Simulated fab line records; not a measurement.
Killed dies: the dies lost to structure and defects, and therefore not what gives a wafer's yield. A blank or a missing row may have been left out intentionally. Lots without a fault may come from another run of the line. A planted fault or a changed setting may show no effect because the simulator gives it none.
The tool behind it: which one? :: flow sky130 :: 36 wafers sampled from 12 lots at 1 step of a route of 708

== WHAT EACH GAUGE READ, for each wafer ==
SKY_NWELL_TW_MEAS_26.
lot: L075
measured: day 5 13:25
on: film metro-02
NWELL_2_TW: 497.1 497.7 499.4

lot: L077
measured: day 6 02:28
on: film metro-03
NWELL_2_TW: 493.3 492.7 494.9

lot: L079
measured: day 6 12:13
on: film metro-02
NWELL_2_TW: 493.0 498.1 496.2

lot: L081
measured: day 7 01:18
on: film metro-04
NWELL_2_TW: 497.3 501.6 498.6

lot: L083
measured: day 7 12:27
on: film metro-02
NWELL_2_TW: 494.1 494.3 492.5

lot: L085
measured: day 8 00:30
on: film metro-04
NWELL_2_TW: 497.6 493.3 497.4

lot: L087
measured: day 8 14:10
on: film metro-02
NWELL_2_TW: 496.9 497.3 492.8

lot: L089
measured: day 9 06:07
on: film metro-02
NWELL_2_TW: 491.9 492.7 493.8

lot: L091
measured: day 9 13:40
on: film metro-02
NWELL_2_TW: 494.1 492.0 493.8

lot: L093
measured: day 10 02:48
on: film metro-04
NWELL_2_TW: 495.5 496.5 499.0

lot: L095
measured: day 10 12:51
on: film metro-04
NWELL_2_TW: 496.3 496.9 497.3

lot: L097
measured: day 11 03:08
on: film metro-03
NWELL_2_TW: 496.7 497.1 495.5

== WHICH TOOL RAN EACH LOT (tool, then ch and the chambers of the sampled wafers, then the start) ==
The record shows no process step preceding these readings.

== THE ANSWER, worked out from the rows above alone ==
Rule: usual is defined by the lots themselves. The widest of any qualifying gaps counts: lots, ordered by their means at a reading, are off when they make up no more than a third of the lots, leave a main group of 4 or more, and stand apart from it by 3 or more times the standard deviation of that group's means. A main group whose means are all the same, to the digits that the tables above print for the reading, isn't used. A lot without any number at a reading at which 4 lots or more have one is off too. The other lots that the step has rows for count as sound.
Nothing can be told from this: no lot is off at any reading shown.

== WHAT WAS PUT IN BY THE SIMULATOR ==
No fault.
